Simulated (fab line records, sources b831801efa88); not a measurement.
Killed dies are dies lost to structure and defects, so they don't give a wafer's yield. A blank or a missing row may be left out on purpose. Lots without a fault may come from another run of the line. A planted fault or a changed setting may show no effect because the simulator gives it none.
One fault seen from 2 desks | flow gf180mcu | each desk has only its own numbers; what lay behind them comes last

THE METROLOGY DESK
What the gauges read, lot by lot, whatever tool the lot ran on: means of the sampled wafers that have a number. A lot is out of limits, marked OUT, if its mean lies more than 4 standard deviations from the usual mean; the brackets give that distance.
Columns: A = V3_OVL at GF_V3_OVL_MEAS_15, usual -1 nm; B = V3_W_RS at GF_V3_RS_MEAS_24, usual 0.326 ohm/sq; C = V3_W_THK at GF_V3_THK_MEAS_25, usual 357 nm
lot  | first seen here | A   | B     | C
L867 | day 23 07:04    | -1  | 0.330 | 353
L869 | day 23 18:51    | 0   | 0.327 | 359
L872 | day 24 16:26    | 3   | 0.328 | 358
L874 | day 25 11:14    | 1   | 0.327 | 349
L881 | day 28 20:49    | -10 | 0.323 | 360
This desk's finding: nothing out of limits on any of the 5 lots.

THE TOOL OWNER'S DESK: pvd_sputter-03
The tool's own readings at GF_M4_SPUTTER_00 (material Ti, target thk 37.5 nm, time 150 s): means of the sampled wafers that have a number, for each lot that ran on this tool. A lot is out of limits, marked OUT, if its mean lies more than 4 standard deviations from the usual mean; the brackets give that distance.
Columns: A = cathode_dc_power_W at GF_M4_SPUTTER_00, usual 4000.0 W; B = throttle_valve_pct at GF_M4_SPUTTER_00, usual 29.9 %
lot  | first seen here | A                | B
L872 | day 24 17:49    | 4000.5           | 29.6
L881 | day 28 22:11    | 4034.6 (+46) OUT | 29.1
This desk's finding: out of limits on L881; first on L881, day 28 22:11 (cathode_dc_power_W at GF_M4_SPUTTER_00). In limits: L872.

PUT TOGETHER
The tool owner's desk could have raised an alarm at day 28 22:11, on L881.
The metrology desk saw nothing out of limits.
The metrology desk has L881 on record, within its limits.
Of the lots named, all ran GF_M4_SPUTTER_00 on pvd_sputter-03.

WHAT THE SIMULATOR HAD PUT IN
Process parameter drift: pvd_sputter-03, from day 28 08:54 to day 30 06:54, at GF_M4_SPUTTER_00. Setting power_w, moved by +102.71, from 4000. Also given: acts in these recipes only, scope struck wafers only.
Lots struck among those shown: L881.
Hours from the fault's start to each desk's first reading out of limits: the tool owner's desk, 13.
